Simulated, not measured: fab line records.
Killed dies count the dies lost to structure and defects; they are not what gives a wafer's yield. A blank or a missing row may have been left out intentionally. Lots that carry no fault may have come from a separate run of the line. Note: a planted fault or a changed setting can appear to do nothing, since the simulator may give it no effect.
Which tool was responsible? :: flow sky130 :: Sampling: 12 lots, 36 wafers, 3 of 708 route steps

## WHAT EACH GAUGE READ, for each wafer
SKY_RES_PROTECT_TW_MEAS_08.
lot: L455
measured: day 15 13:27
on: film metro-02
POLY_GATE_TW: 4015 4004 3997

lot: L457
measured: day 16 02:09
on: film metro-02
POLY_GATE_TW: 4015 4002 3998

lot: L458
measured: day 16 04:41
on: film metro-02
POLY_GATE_TW: 4006 4004 4000

lot: L459
measured: day 16 14:46
on: film metro-01
POLY_GATE_TW: 4092 4095 4074

lot: L463
measured: day 18 09:44
on: film metro-01
POLY_GATE_TW: 4005 4002 4022

lot: L464
measured: day 18 16:54
on: film metro-04
POLY_GATE_TW: 3998 3995 3991

lot: L465
measured: day 18 22:02
on: film metro-02
POLY_GATE_TW: 4002 4019 3982

lot: L467
measured: day 19 11:07
on: film metro-02
POLY_GATE_TW: 3985 3975 3991

lot: L468
measured: day 20 01:50
on: film metro-02
POLY_GATE_TW: 4020 4018 4023

lot: L469
measured: day 20 13:02
on: film metro-04
POLY_GATE_TW: 4054 4093 4055

lot: L470
measured: day 20 14:11
on: film metro-02
POLY_GATE_TW: 3984 4026 3993

lot: L478
measured: day 23 09:43
on: film metro-04
POLY_GATE_TW: 4038 4024 4032

SKY_LDD_P_TW_MEAS_11.
lot: L455
measured: day 19 10:41
on: film metro-01
LDD_P_TW: 646 642 643

lot: L457
measured: day 20 01:41
on: film metro-01
LDD_P_TW: 637 637 642

lot: L458
measured: day 20 03:20
on: film metro-01
LDD_P_TW: 639 635 638

lot: L459
measured: day 20 15:20
on: film metro-03
LDD_P_TW: 635 642 638

lot: L463
measured: day 22 12:56
on: film metro-02
LDD_P_TW: 632 631 633

lot: L464
measured: day 22 17:24
on: film metro-01
LDD_P_TW: 640 640 637

lot: L465
measured: day 22 23:46
on: film metro-02
LDD_P_TW: 635 634 631

lot: L467
measured: day 23 14:01
on: film metro-01
LDD_P_TW: 632 634 636

lot: L468
measured: day 24 01:24
on: film metro-02
LDD_P_TW: 576 576 579

lot: L469
measured: day 24 15:12
on: film metro-01
LDD_P_TW: 635 636 631

lot: L470
measured: day 24 18:34
on: film metro-02
LDD_P_TW: 582 582 580

lot: L478
measured: day 27 07:19
on: film metro-02
LDD_P_TW: 627 630 628

## EACH LOT AND THE TOOL THAT RAN IT (in order: tool; ch and the chambers of the sampled wafers; start)
lot: L455
SKY_LDD_P_IMPLANT_09: implanter-01 ch 0, day 19 10:26

lot: L457
SKY_LDD_P_IMPLANT_09: implanter-01 ch 0, day 20 01:28

lot: L458
SKY_LDD_P_IMPLANT_09: implanter-02 ch 0, day 20 03:08

lot: L459
SKY_LDD_P_IMPLANT_09: implanter-02 ch 0, day 20 15:07

lot: L463
SKY_LDD_P_IMPLANT_09: implanter-02 ch 0, day 22 12:41

lot: L464
SKY_LDD_P_IMPLANT_09: implanter-01 ch 0, day 22 17:09

lot: L465
SKY_LDD_P_IMPLANT_09: implanter-04 ch 0, day 22 23:31

lot: L467
SKY_LDD_P_IMPLANT_09: implanter-04 ch 0, day 23 13:47

lot: L468
SKY_LDD_P_IMPLANT_09: implanter-04 ch 0, day 24 01:09

lot: L469
SKY_LDD_P_IMPLANT_09: implanter-01 ch 0, day 24 14:57

lot: L470
SKY_LDD_P_IMPLANT_09: implanter-04 ch 0, day 24 18:19

lot: L478
SKY_LDD_P_IMPLANT_09: implanter-02 ch 0, day 27 07:04
- SKY_LDD_P_IMPLANT_09

## WHAT THE TOOLS THEMSELVES READ (means of the sampled wafers that have a number; where no wafer has one, the mark that the record gives instead)
SKY_LDD_P_IMPLANT_09.
lot: L455
tool: implanter-01
beam on s (s): 10.03
end station pressure torr (Torr): 5.05e-06
faraday current uA: 56.2

lot: L457
tool: implanter-01
beam on s (s): 9.93
end station pressure torr (Torr): 4.91e-06
faraday current uA: 56.7

lot: L458
tool: implanter-02
beam on s (s): 9.96
end station pressure torr (Torr): 5.17e-06
faraday current uA: 56.5

lot: L459
tool: implanter-02
beam on s (s): 10.08
end station pressure torr (Torr): 5.13e-06
faraday current uA: 56.0

lot: L463
tool: implanter-02
beam on s (s): 10.08
end station pressure torr (Torr): 4.87e-06
faraday current uA: 55.9

lot: L464
tool: implanter-01
beam on s (s): 9.83
end station pressure torr (Torr): 4.92e-06
faraday current uA: 57.4

lot: L465
tool: implanter-04
beam on s (s): 10.08
end station pressure torr (Torr): 4.84e-06
faraday current uA: 56.0

lot: L467
tool: implanter-04
beam on s (s): 9.92
end station pressure torr (Torr): 5.04e-06
faraday current uA: 56.7

lot: L468
tool: implanter-04
beam on s (s): 7.70
end station pressure torr (Torr): 5.00e-06
faraday current uA: 73.0

lot: L469
tool: implanter-01
beam on s (s): 10.10
end station pressure torr (Torr): 5.16e-06
faraday current uA: 55.9

lot: L470
tool: implanter-04
beam on s (s): 7.69
end station pressure torr (Torr): 5.46e-06
faraday current uA: 73.2

lot: L478
tool: implanter-02
beam on s (s): 10.22
end station pressure torr (Torr): 4.95e-06
faraday current uA: 55.2

## THE ANSWER, worked out from the rows above alone
Rule: the usual values come from the lots themselves. Put in order of their means at a reading, lots are off if they are a third of the lots or fewer, leave a main group of 4 or more, and stand apart from it by a gap of 3 or more times the standard deviation of the main group's means; of several such gaps the widest counts. A main group is skipped when, at the precision printed for the reading in the tables above, its means are all equal. Also off: a lot with no number at a reading for which 4 or more lots have one. The other lots that the step has rows for count as sound. Order of review: gauges by route order, followed by the tools' own readings, for which a lot's mean as printed above is used. The first step at which some lot is off is used, and at that step the reading that is off furthest; a lot without a number counts as furthest.
Off: at SKY_LDD_P_TW_MEAS_11 (LDD_P_TW), L468, L470. Mean 636 and standard deviation 4.1 in the main group.
If a tool, at a process step before that reading, ran all the lots that are off and no sound lot after the first of them, it fits. The gauges at SKY_LDD_P_TW_MEAS_11 aren't tried: what is off there is off at SKY_LDD_P_IMPLANT_09 too, on other tools, and a gauge's error can't cause that. One fits: SKY_LDD_P_IMPLANT_09 on implanter-04. Its last sound lot is L467 (day 23 13:47), its first lot that is off L468 (day 24 01:09): a fault that began between those two fits.
The tool's own readings at SKY_LDD_P_IMPLANT_09 bear it out: on the lots that are off they differ by more than 5 times the standard deviation of the sound lots' means. beam on s reads 7.70 s there against 10.02 s on the sound lots; faraday current uA reads 73.1 there against 56.2 on the sound lots.

## WHAT WAS PUT IN BY THE SIMULATOR
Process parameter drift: implanter-04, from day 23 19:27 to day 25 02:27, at SKY_LDD_P_IMPLANT_09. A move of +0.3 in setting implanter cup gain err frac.
Struck lots among those shown: L468, L470. The rule above reached the same finding.
